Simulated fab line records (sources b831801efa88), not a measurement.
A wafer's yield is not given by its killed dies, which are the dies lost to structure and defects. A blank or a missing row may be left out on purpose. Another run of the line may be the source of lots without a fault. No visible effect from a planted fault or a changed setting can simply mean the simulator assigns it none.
What tool caused it? ; flow sky130 ; 72 wafers from 24 lots sampled at 6 of the route's 708 steps

## WHAT EACH GAUGE READ, for each wafer
SKY_LDD_HVP_TW_MEAS_10.
lot;measured;on;LDD_HVP_TW
L074;day 21 18:55;filmMetro-01;457.5 457.1 457.4
L075;day 22 06:26;filmMetro-03;457.4 458.9 457.1
L076;day 22 10:57;filmMetro-01;460.1 457.1 457.9
L077;day 22 22:43;filmMetro-01;458.2 460.0 459.1
L078;day 23 09:07;filmMetro-03;455.1 456.2 453.6
L079;day 23 11:55;filmMetro-01;457.0 459.6 459.8
L080;day 23 20:13;filmMetro-04;458.0 460.9 458.7
L081;day 24 05:16;filmMetro-04;460.1 455.8 459.1
L082;day 24 20:26;filmMetro-04;460.2 456.1 458.7
L083;day 25 00:55;filmMetro-01;457.5 458.8 458.4
L084;day 25 09:01;filmMetro-01;456.9 457.3 456.0
L085;day 25 17:16;filmMetro-04;459.7 460.4 460.6
L086;day 26 03:39;filmMetro-01;459.7 455.6 457.1
L087;day 26 10:10;filmMetro-04;455.5 454.8 455.4
L088;day 26 18:52;filmMetro-03;457.6 455.6 457.5
L089;day 27 04:42;filmMetro-01;456.3 454.4 455.4
L090;day 27 10:41;filmMetro-04;460.1 461.5 458.8
L091;day 27 23:08;filmMetro-03;456.4 452.6 453.9
L092;day 28 06:40;filmMetro-01;455.1 457.7 456.4
L093;day 28 11:01;filmMetro-03;455.7 455.8 453.8
L094;day 28 20:01;filmMetro-04;464.4 465.4 460.0
L095;day 29 01:31;filmMetro-04;465.6 464.1 464.7
L096;day 29 07:11;filmMetro-04;463.7 463.0 463.8
L097;day 29 10:07;filmMetro-03;456.4 458.5 457.2

SKY_VIA2_RS_MEAS_22: a four-point-probe measurement.
lot;measured;on;VIA2_W_RS (ohm/sq)
L074;day 36 13:01;filmMetro-04;0.264 0.273 0.266
L075;day 36 23:10;filmMetro-01;0.269 0.274 0.269
L076;day 37 02:52;filmMetro-01;0.272 0.274 0.275
L077;day 37 14:04;filmMetro-01;0.278 0.275 0.274
L078;day 37 20:46;filmMetro-04;0.277 0.277 0.275
L079;day 37 23:54;filmMetro-01;0.276 0.275 0.268
L080;day 38 09:01;filmMetro-04;0.278 0.270 0.269
L081;day 38 16:31;filmMetro-02;0.270 0.269 0.272
L082;day 39 04:33;filmMetro-02;0.271 0.271 0.270
L083;day 39 10:57;filmMetro-01;0.270 0.264 0.268
L084;day 39 15:35;filmMetro-02;0.270 0.272 0.271
L085;day 39 21:55;filmMetro-01;0.266 0.268 0.267
L086;day 40 04:37;filmMetro-02;0.271 0.278 0.271
L087;day 40 12:26;filmMetro-02;0.272 0.267 0.270
L088;day 40 19:07;filmMetro-01;0.267 0.269 0.269
L089;day 41 03:21;filmMetro-02;0.268 0.269 0.271
L090;day 41 08:22;filmMetro-02;0.271 0.267 0.268
L091;day 41 18:14;filmMetro-02;0.270 0.273 0.269
L092;day 41 22:08;filmMetro-02;0.268 0.276 0.266
L093;day 42 03:56;filmMetro-02;0.270 0.264 0.271
L094;day 42 11:40;filmMetro-01;0.272 0.267 0.274
L095;day 42 17:46;filmMetro-01;0.274 0.266 0.275
L096;day 42 22:23;filmMetro-01;0.268 0.271 0.271
L097;day 43 12:42;filmMetro-04;0.273 0.269 0.277

SKY_CAP2M_THK_MEAS_01.
lot;measured;on;CAP2M_CVD_00_THK (nm)
L074;day 39 22:20;filmMetro-04;15.40 15.35 15.31
L075;day 40 08:44;filmMetro-01;15.19 15.42 15.59
L076;day 40 11:40;filmMetro-01;15.13 15.41 15.38
L077;day 40 21:58;filmMetro-01;15.52 15.07 15.16
L078;day 41 04:53;filmMetro-01;15.20 15.27 15.91
L079;day 41 07:41;filmMetro-03;15.28 15.61 15.97
L080;day 41 16:47;filmMetro-04;15.78 15.09 15.91
L081;day 41 22:34;filmMetro-01;15.68 15.28 15.49
L082;day 42 11:14;filmMetro-01;15.33 15.66 15.57
L083;day 42 16:14;filmMetro-03;15.16 15.49 15.81
L084;day 42 20:18;filmMetro-01;15.24 15.18 15.08
L085;day 43 02:08;filmMetro-04;14.98 15.85 15.33
L086;day 43 09:00;filmMetro-03;15.28 15.71 15.54
L087;day 43 16:38;filmMetro-04;15.17 15.09 15.51
L088;day 43 22:53;filmMetro-01;15.27 15.40 15.56
L089;day 44 07:29;filmMetro-03;15.35 15.70 15.71
L090;day 44 10:59;filmMetro-03;15.54 15.44 15.47
L091;day 44 19:48;filmMetro-04;15.35 15.60 15.38
L092;day 44 23:43;filmMetro-01;15.14 15.73 15.67
L093;day 45 04:58;filmMetro-01;14.95 15.32 15.67
L094;day 45 12:02;filmMetro-01;15.65 15.39 15.63
L095;day 45 16:55;filmMetro-01;15.14 15.53 15.36
L096;day 45 21:41;filmMetro-01;15.46 15.27 15.36
L097;day 46 09:53;filmMetro-01;15.41 15.19 15.65

SKY_METAL4_OVL_MEAS_14.
lot;measured;on;METAL4_OVL (nm)
L074;day 41 22:45;overlay-02;-11 -8 -8
L075;day 42 09:07;overlay-01;-1 2 9
L076;day 42 12:59;overlay-01;-4 -15 -12
L077;day 42 21:20;overlay-01;1 -1 -3
L078;day 43 05:15;overlay-02;1 -1 -1
L079;day 43 07:44;overlay-02;3 13 7
L080;day 43 17:19;overlay-01;-3 -3 -1
L081;day 43 21:45;overlay-01;-2 -2 -4
L082;day 44 08:58;overlay-01;-7 -4 -5
L083;day 44 15:13;overlay-02;-14 -9 -7
L084;day 44 18:41;overlay-02;-1 1 -4
L085;day 45 00:37;overlay-02;-2 -2 8
L086;day 45 06:34;overlay-02;-9 -6 -7
L087;day 45 13:58;overlay-02;0 -2 3
L088;day 45 19:15;overlay-02;3 -4 3
L089;day 46 02:12;overlay-01;-7 -2 -6
L090;day 46 06:37;overlay-02;-3 -5 -9
L091;day 46 14:34;overlay-02;-5 0 -3
L092;day 46 18:40;overlay-02;8 11 3
L093;day 46 22:58;overlay-01;-2 -1 2
L094;day 47 06:51;overlay-01;-3 1 3
L095;day 47 10:41;overlay-01;-5 -5 -1
L096;day 47 14:55;overlay-01;2 16 1
L097;day 48 01:57;overlay-02;1 -1 7

## WHICH TOOL RAN EACH LOT (tool, then ch and the chambers of the sampled wafers, then the start)
lot;SKY_VIA2_CMP_24;SKY_CAP2M_STRIP_14
L074;cmp-01 ch 0,2,3, day 36 13:14;plasmaAsher-02 ch 0,1, day 40 22:35
L075;cmp-02 ch 0,3, day 36 23:19;plasmaAsher-01 ch 0,1, day 41 08:32
L076;cmp-02 ch 0,1,3, day 37 03:09;plasmaAsher-04 ch 0,1, day 41 12:27
L077;cmp-02 ch 0,1,2, day 37 14:15;plasmaAsher-02 ch 0,1, day 41 21:30
L078;cmp-02 ch 0,1,2, day 37 21:03;plasmaAsher-02 ch 0,1, day 42 04:48
L079;cmp-01 ch 0,1,3, day 38 00:08;plasmaAsher-02 ch 0,1, day 42 07:39
L080;cmp-02 ch 0,2, day 38 09:15;plasmaAsher-01 ch 0,1, day 42 17:07
L081;cmp-02 ch 0,2,3, day 38 16:42;plasmaAsher-04 ch 0,1, day 42 22:00
L082;cmp-01 ch 0,1,3, day 39 04:50;plasmaAsher-04 ch 0,1, day 43 09:58
L083;cmp-01 ch 1,2,3, day 39 11:10;plasmaAsher-02 ch 0,1, day 43 15:30
L084;cmp-02 ch 0,1,2, day 39 15:46;plasmaAsher-01 ch 0,1, day 43 19:32
L085;cmp-02 ch 0,2,3, day 39 22:10;plasmaAsher-02 ch 0,1, day 44 01:08
L086;cmp-02 ch 0,2,3, day 40 04:48;plasmaAsher-04 ch 0,1, day 44 07:53
L087;cmp-01 ch 0,1,2, day 40 12:41;plasmaAsher-02 ch 0,1, day 44 15:17
L088;cmp-01 ch 0,1,3, day 40 19:22;plasmaAsher-04 ch 0,1, day 44 21:01
L089;cmp-02 ch 0,1,2, day 41 03:37;plasmaAsher-04 ch 0,1, day 45 04:58
L090;cmp-02 ch 1,2, day 41 08:31;plasmaAsher-02 ch 0,1, day 45 08:50
L091;cmp-02 ch 1,2,3, day 41 18:27;plasmaAsher-01 ch 0,1, day 45 17:01
L092;cmp-02 ch 0,1,3, day 41 22:22;plasmaAsher-02 ch 0,1, day 45 21:33
L093;cmp-02 ch 0,1,3, day 42 04:08;plasmaAsher-04 ch 0,1, day 46 01:50
L094;cmp-01 ch 1,3, day 42 12:06;plasmaAsher-04 ch 0,1, day 46 09:36
L095;cmp-02 ch 0,1,2, day 42 18:03;plasmaAsher-02 ch 0,1, day 46 13:59
L096;cmp-01 ch 0,1, day 42 22:32;plasmaAsher-04 ch 0,1, day 46 18:20
L097;cmp-02 ch 0,2,3, day 43 12:52;plasmaAsher-02 ch 0,1, day 47 06:35
- SKY_VIA2_CMP_24: polishes, stops on SiO2, t overpolish 20 s, target thk 0 nm.
- SKY_CAP2M_STRIP_14: strips in O2/N2.

## AS READ BY THE TOOLS THEMSELVES (means over the sampled wafers that have a number; for cases with no such wafer, the mark the record gives instead)
SKY_VIA2_CMP_24.
lot;tool;motorCurrentA (A);overpolishRunS (s);timeToEndpointS (s)
L074;cmp-01;11.0;20.007;101
L075;cmp-02;9.6;20.006;101
L076;cmp-02;9.9;20.008;98
L077;cmp-02;9.5;19.992;99
L078;cmp-02;9.5;20.002;100
L079;cmp-01;10.5;19.998;104
L080;cmp-02;8.9;20.002;103
L081;cmp-02;10.3;20.001;100
L082;cmp-01;11.3;19.997;106
L083;cmp-01;11.3;19.989;106
L084;cmp-02;9.7;20.002;102
L085;cmp-02;9.9;19.997;100
L086;cmp-02;10.1;20.005;99
L087;cmp-01;10.5;19.997;105
L088;cmp-01;11.2;20.009;108
L089;cmp-02;9.4;20.007;98
L090;cmp-02;9.9;19.999;94
L091;cmp-02;10.7;19.991;97
L092;cmp-02;9.9;20.002;93
L093;cmp-02;10.3;20.001;97
L094;cmp-01;11.6;20.011;105
L095;cmp-02;9.3;20.001;100
L096;cmp-01;10.9;20.007;109
L097;cmp-02;10.4;19.995;98

SKY_CAP2M_STRIP_14.
lot;tool;drypumpMotorCurrentA (A);oesProductAu (a.u.);stripTimeToEndpointS (s)
L074;plasmaAsher-02;5.8;0.706;12.66
L075;plasmaAsher-01;5.1;0.714;12.65
L076;plasmaAsher-04;5.2;0.710;12.59
L077;plasmaAsher-02;6.2;0.710;12.66
L078;plasmaAsher-02;6.2;0.711;12.61
L079;plasmaAsher-02;6.1;0.710;12.64
L080;plasmaAsher-01;5.1;0.713;12.64
L081;plasmaAsher-04;5.3;0.710;12.57
L082;plasmaAsher-04;5.3;0.710;12.57
L083;plasmaAsher-02;6.2;0.711;12.60
L084;plasmaAsher-01;5.1;0.709;12.64
L085;plasmaAsher-02;5.8;0.712;12.65
L086;plasmaAsher-04;5.3;0.709;12.53
L087;plasmaAsher-02;6.1;0.709;12.65
L088;plasmaAsher-04;5.3;0.710;12.63
L089;plasmaAsher-04;5.1;0.711;12.68
L090;plasmaAsher-02;6.1;0.709;12.57
L091;plasmaAsher-01;5.3;0.710;12.64
L092;plasmaAsher-02;5.8;0.710;12.60
L093;plasmaAsher-04;5.3;0.707;12.64
L094;plasmaAsher-04;5.3;0.710;12.67
L095;plasmaAsher-02;6.1;0.711;12.56
L096;plasmaAsher-04;5.3;0.709;12.65
L097;plasmaAsher-02;6.1;0.711;12.60

## THE ANSWER, worked out from the rows above alone
Rule: what is usual is taken from the lots themselves. Put in order of their means at a reading, lots are off if they are a third of the lots or fewer, leave a main group of 4 or more, and stand apart from it by a gap of 3 or more times the standard deviation of the main group's means; of several such gaps the widest counts. The tables above print the reading to a certain number of digits; a main group whose means all agree to those digits is not used. A lot without any number at a reading at which 4 lots or more have one is off too. Where the step has rows for the other lots, those lots are counted as sound. First the gauges in route order, then the tools' own readings, where a lot's mean is used as printed above. At the first step where some lot is off, the reading lying furthest off is the one used; lots without a number count as furthest.
Across all readings shown, no lot is off: no conclusion can be drawn from this.

## WHAT THE SIMULATOR HAD INSERTED
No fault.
